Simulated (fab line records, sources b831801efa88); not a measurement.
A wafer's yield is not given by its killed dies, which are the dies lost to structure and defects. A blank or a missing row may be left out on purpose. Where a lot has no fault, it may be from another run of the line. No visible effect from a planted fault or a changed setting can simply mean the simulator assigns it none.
A lot that was struck, set against a sound lot + flow sky130 + 15 out of 708 route steps
Sound: these wafers, L201.1, L201.3, L201.5. Wafers L192.2, L192.3, L192.4 were the ones struck. Last of all comes the cause.
Per side, at each step with rows, come the tool, then ch with its chambers, and then its first start. Under that, the readings that differ: sound wafers + struck wafers + difference of the means + sigmas: that difference in standard deviations of wafers without a fault.
alike: readings with means less than 2 such deviations apart, plus words and numbers identical on both sides. not compared: withheld readings, readings lacking a value on some wafer, bounds such as >300 that could conceal the same value, and numbers that have no deviation in the record and whose values overlap.
The two part at a step that has a row with sigmas, a row that says differs or no value, or rows on one side only. Numbers that have no deviation but don't overlap get no sigmas and don't part them. A reading missing from all wafers of one side parts the sides only when that side holds two or more wafers.

first, 7 steps without rows for these wafers: SKY_LDD_LDN_DEHYDRATE_00 (time 60 s); SKY_LDD_LDN_HMDS_01 (prime time 60 s); SKY_LDD_LDN_COAT_02 (resist thk 1140 nm); SKY_LDD_LDN_SOFTBAKE_03 (time 60 s); SKY_LDD_LDN_EXPOSE_04 (exposes mask LDNTM, target cd 700 nm); SKY_LDD_LDN_PEB_05; SKY_LDD_LDN_DEVELOP_06 (develop time 60 s).
SKY_LDD_LDN_OVL_MEAS_07:
  sound on overlay-01, day 27 15:17; struck on overlay-02, day 24 18:05
  alike: LDD_LDN_OVL
then, 4 steps without rows for these wafers: SKY_LDD_LDN_IMPLANT_08; SKY_LDD_LDN_IMPLANT_09; SKY_LDD_LDN_IMPLANT_10; SKY_LDD_LDN_IMPLANT_11.
SKY_LDD_LDN_STRIP_12: strips in O2/N2.
  sound on plasma-asher-02 ch 0,1, day 27 15:55; struck on plasma-asher-01 ch 0,1, day 24 18:43
| reading                                      | sound             | struck            | difference                    | sigmas |
|----------------------------------------------|-------------------|-------------------|-------------------------------|--------|
| oes-product-au (a.u.)                        | 0.716 0.708 0.711 | 0.913 0.914 0.931 | +0.208                        | +44    |
| strip-time-to-endpoint-s (s)                 | 14.16 14.17 14.16 | - - -             | no value on the struck wafers |        |
| model.NOVOLAK_of_LDD_LDN_COAT_02.thk-nm (nm) | 0 0 0             | 594.5 591.7 592.6 | +592.9                        |        |
  alike: drypump-motor-current-A
  not compared: rf-hours-counter-h
SKY_LDD_LDN_TW_MEAS_13:
  sound on film-metro-03, day 27 16:01; struck on film-metro-04, day 24 18:49
| reading    | sound          | struck         | difference | sigmas |
|------------|----------------|----------------|------------|--------|
| LDD_LDN_TW | 1465 1470 1466 | 1478 1486 1492 | +18        | +3     |
-- here the record skips 22 days between the struck wafers' starts before and after, leaving off in module LDD_LDN and picking up in module PAD_OPEN (first step shown: number 708 of the route) --
SKY_PAD_OPEN_PROBE_99:
  sound on prober-02, day 48 21:11; struck on prober-02, day 47 01:17
| reading             | sound    | struck      | difference | sigmas |
|---------------------|----------|-------------|------------|--------|
| killed-at-front-end | 9 13 19  | 412 416 420 | +402       | +89    |
| killed-dies         | 78 97 95 | 492 492 492 | +402       | +40    |
| killed-on-rim       | 20 21 20 | 96 96 96    | +76        | +22    |
  alike: killed_at_M0_to_M3, killed_at_M4_up, killed-at-contacts, killed-at-other, killed-open, killed-short

WHERE THEY PART
First at SKY_LDD_LDN_STRIP_12; last, within this record, at SKY_PAD_OPEN_PROBE_99.

WHY: whatever the simulator had introduced
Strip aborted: plasma-asher-01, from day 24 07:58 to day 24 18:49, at SKY_LDD_LDN_STRIP_12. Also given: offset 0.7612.
